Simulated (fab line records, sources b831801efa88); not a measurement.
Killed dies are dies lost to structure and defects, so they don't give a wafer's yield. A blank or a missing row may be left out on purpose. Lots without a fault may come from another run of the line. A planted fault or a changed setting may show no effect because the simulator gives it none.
Tool commonality check | flow sky130 | 12 lots, 36 wafers sampled

WHY IT WAS OPENED
At SKY_SONOS_ONO_THK_MEAS_01 the reading SONOS_ONO_OXIDATION_THK is flagged on 2 of 12 lots. Wafers without a fault read 2.59 nm, standard deviation 0.057.
Rule: a lot is flagged when every wafer of it that has a number lies more than 4 standard deviations from that mean, or none has a number. The other lots count as sound.

lot  | measured     | on            | SONOS_ONO_OXIDATION_THK (nm), wafer by wafer | flag
L289 | day 9 11:15  | film_metro-03 | 2.64 2.57 2.59                               |
L290 | day 9 19:54  | film_metro-03 | 2.65 2.71 2.60                               |
L291 | day 10 04:05 | film_metro-03 | 2.58 2.61 2.55                               |
L294 | day 10 20:54 | film_metro-01 | 2.50 2.50 2.47                               |
L295 | day 10 20:54 | film_metro-04 | 2.58 2.68 2.59                               |
L296 | day 11 09:19 | film_metro-03 | 2.59 2.53 2.58                               |
L301 | day 12 11:34 | film_metro-01 | 2.64 2.65 2.69                               |
L305 | day 13 17:24 | film_metro-04 | 2.99 2.92 2.94                               | FLAGGED
L306 | day 13 22:35 | film_metro-01 | 2.97 2.99 2.99                               | FLAGGED
L309 | day 22 18:32 | film_metro-04 | 2.61 2.58 2.62                               |
L311 | day 22 19:53 | film_metro-03 | 2.52 2.58 2.54                               |
L312 | day 22 19:53 | film_metro-01 | 2.67 2.69 2.68                               |
The numbers of the flagged lots are 2.97 nm on average: +0.38 nm against the usual, or +7 standard deviations.

WHICH TOOL RAN EACH LOT
The record holds 2 process steps before the reading, out of a route of 708 steps. In each cell: the tool, then ch and the chambers that the sampled wafers went through, then the start.
lot  | flag    | SKY_VT_ADJUST_NCORE_STRIP_10         | SKY_SONOS_ONO_OXIDATION_00
L289 |         | plasma_asher-01 ch 0,1, day 7 18:56  | furnace-01 ch 0, day 9 09:55
L290 |         | plasma_asher-03 ch 0,1, day 7 21:32  | furnace-01 ch 0, day 9 18:34
L291 |         | plasma_asher-03 ch 1, day 8 02:52    | furnace-01 ch 0, day 10 02:45
L294 |         | plasma_asher-03 ch 0,1, day 8 13:49  | furnace-01 ch 0, day 10 19:34
L295 |         | plasma_asher-02 ch 0,1, day 8 17:32  | furnace-01 ch 0, day 10 19:34
L296 |         | plasma_asher-02 ch 0,1, day 8 19:58  | furnace-01 ch 0, day 11 07:58
L301 |         | plasma_asher-01 ch 1, day 9 23:29    | furnace-01 ch 0, day 12 10:12
L305 | FLAGGED | plasma_asher-02 ch 0,1, day 10 18:49 | furnace-01 ch 0, day 13 16:04
L306 | FLAGGED | plasma_asher-02 ch 0,1, day 10 21:20 | furnace-01 ch 0, day 13 21:14
L309 |         | plasma_asher-01 ch 0,1, day 18 20:56 | furnace-02 ch 0, day 22 17:11
L311 |         | plasma_asher-02 ch 0,1, day 18 23:38 | furnace-02 ch 0, day 22 18:32
L312 |         | plasma_asher-02 ch 0,1, day 18 22:44 | furnace-02 ch 0, day 22 18:32
What these steps do:
- SKY_VT_ADJUST_NCORE_STRIP_10: strips in O2/N2.
- SKY_SONOS_ONO_OXIDATION_00: stabilise 600 s, purge 300 s, target thk 2.6 nm.
- SKY_SONOS_ONO_THK_MEAS_01

FLAGGED OVER TOTAL, TOOL BY TOOL (the gauges that took the reading come last)
step                         | tool            | lots run | flagged | share of the flagged lots | sound lots run after its first flagged lot
SKY_VT_ADJUST_NCORE_STRIP_10 | plasma_asher-01 | 3        | 0       | none                      | -
SKY_VT_ADJUST_NCORE_STRIP_10 | plasma_asher-02 | 6        | 2       | all                       | 2 (L312,L311)
SKY_VT_ADJUST_NCORE_STRIP_10 | plasma_asher-03 | 3        | 0       | none                      | -
SKY_SONOS_ONO_OXIDATION_00   | furnace-01      | 9        | 2       | all                       | 0
SKY_SONOS_ONO_OXIDATION_00   | furnace-02      | 3        | 0       | none                      | -
SKY_SONOS_ONO_THK_MEAS_01    | film_metro-01   | 4        | 1       | some                      | 1 (L312)
SKY_SONOS_ONO_THK_MEAS_01    | film_metro-03   | 5        | 0       | none                      | -
SKY_SONOS_ONO_THK_MEAS_01    | film_metro-04   | 3        | 1       | some                      | 1 (L309)

WHAT THE TABLE ALLOWS
2 rows of the table ran every flagged lot: plasma_asher-02 at SKY_VT_ADJUST_NCORE_STRIP_10, furnace-01 at SKY_SONOS_ONO_OXIDATION_00.
- plasma_asher-02 at SKY_VT_ADJUST_NCORE_STRIP_10: 2 of its 6 lots flagged. Sound lots ran on it after the first flagged one (L312, L311), which a lasting fault on the whole tool wouldn't allow.
- furnace-01 at SKY_SONOS_ONO_OXIDATION_00: 2 of its 9 lots flagged. Its last sound lot is L301 (day 12 10:12), its first flagged lot L305 (day 13 16:04): a fault that began between those two fits.
One tool is left: furnace-01 at SKY_SONOS_ONO_OXIDATION_00.

WHAT THE SIMULATOR HAD PUT IN
Process parameter drift: furnace-01, from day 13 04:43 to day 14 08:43, at SKY_SONOS_ONO_OXIDATION_00. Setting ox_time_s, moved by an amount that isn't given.
Lots struck among those shown: L305, L306. The rule above found the same.
